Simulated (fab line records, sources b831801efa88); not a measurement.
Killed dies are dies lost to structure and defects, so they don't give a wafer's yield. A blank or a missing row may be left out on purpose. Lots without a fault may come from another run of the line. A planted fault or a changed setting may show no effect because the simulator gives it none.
A struck lot beside a sound one | flow sfq_line | 15 steps out of a route of 325
Sound: wafers L872.1, L872.2, L872.3. Struck: wafer L886.5. (L886.1, L886.6 of the same lot were not struck and are left out.) The cause comes at the end.
At each step with rows: each side's tool, then ch and its chambers, then its first start. Under that, the readings that differ: sound wafers | struck wafers | difference of the means | sigmas: that difference in standard deviations of wafers without a fault.
alike: readings whose means differ by less than 2 such deviations, and words and numbers that are the same on both sides. not compared: withheld readings, readings that some wafer has no value for, bounds like >300 that may hide the same value, and numbers for which the record gives no deviation and whose values overlap.
The two part at a step that has a row with sigmas, a row that says differs or no value, or rows on one side only. Numbers that don't overlap but have no deviation are shown without sigmas and don't part them. A reading that every wafer of one side lacks parts them only if that side has two wafers or more.

first, 1 step without rows for these wafers: SFQ_TRILAYER_M7_STRIP_SOLV_CLEAN_182 (cleans in NMP, time 600 s).
SFQ_TRILAYER_I7_DEP_PECVD_183: deposits SiO2 from SiH4/N2O, time 111.11 s, target thk 500 nm.
  sound on pecvd-02 ch 0,1,2, day 67 13:51; struck on pecvd-02 ch 1, day 75 03:11
  alike: heater_power_w, showerhead_vpp_V, throttle_valve_pct
SFQ_TRILAYER_I7_CMP_CMP_184: polishes SiO2.
  sound on cmp-01 ch 1,2,3, day 68 06:07; struck on cmp-02 ch 2, day 75 09:16
  alike: motor_current_A, time_to_endpoint_s
SFQ_I7_BOW_MEAS_946:
  sound on film_metro-03, day 68 09:07; struck on film_metro-01, day 75 10:16
  alike: I7_BOW
SFQ_TRILAYER_I7_METRO_MEASURE_185:
  sound on film_metro-03, day 68 09:14; struck on film_metro-01, day 75 10:23
  alike: thk_nm
then, 6 steps without rows for these wafers: SFQ_TRILAYER_I7_VIA_LITHO_COAT_192 (resist thk 62 nm); SFQ_TRILAYER_I7_VIA_LITHO_COAT_187 (resist thk 650 nm); SFQ_TRILAYER_I7_VIA_LITHO_SOFTBAKE_191; SFQ_TRILAYER_I7_VIA_LITHO_EXPOSE_188 (exposes mask I7, target cd 1000 nm); SFQ_TRILAYER_I7_VIA_LITHO_PEB_190 (peb time 60 s); SFQ_TRILAYER_I7_VIA_LITHO_DEVELOP_189 (time 60 s).
SFQ_I7_OVL_MEAS_947:
  sound on overlay-01, day 72 01:55; struck on overlay-02, day 75 18:50
  alike: I7_OVL
SFQ_TRILAYER_I7_VIA_BARC_OPEN_VIA_ETCH_260: etches BARC in O2, target depth 125 nm, time 41.7 s.
  sound on rie_diel-01 ch 0,1,2, day 72 01:56; struck on rie_diel-01 ch 1, day 75 18:52
  reading                                                 | sound         | struck | difference | sigmas
  model.KrF_of_TRILAYER_I7_VIA_LITHO_COAT_187.thk_nm (nm) | 572 570 570.4 | 540.2  | -30.6      |
  alike: drypump_motor_current_A, oes_product_au
  not compared: rf_hours_counter_h
SFQ_TRILAYER_I7_VIA_ETCH_VIA_ETCH_190: etches SiO2 in CHF3, stops on Nb, target depth 260 nm.
  sound on rie_diel-01 ch 0,1,2, day 72 01:59; struck on rie_diel-01 ch 1, day 75 18:55
  reading                                                 | sound             | struck | difference | sigmas
  model.KrF_of_TRILAYER_I7_VIA_LITHO_COAT_187.thk_nm (nm) | 527.5 525.1 525.8 | 495.6  | -30.5      |
  alike: drypump_motor_current_A, oes_product_au
SFQ_TRILAYER_I7_VIA_STRIP_STRIP_191: strips in O2.
  sound on rie_metal-02 ch 0,1, day 72 02:06; struck on rie_metal-01 ch 0, day 75 19:01
  alike: drypump_motor_current_A, oes_product_au
  not compared: rf_hours_counter_h

WHERE THEY PART
Nowhere in this record.

WHY: what the simulator had put in
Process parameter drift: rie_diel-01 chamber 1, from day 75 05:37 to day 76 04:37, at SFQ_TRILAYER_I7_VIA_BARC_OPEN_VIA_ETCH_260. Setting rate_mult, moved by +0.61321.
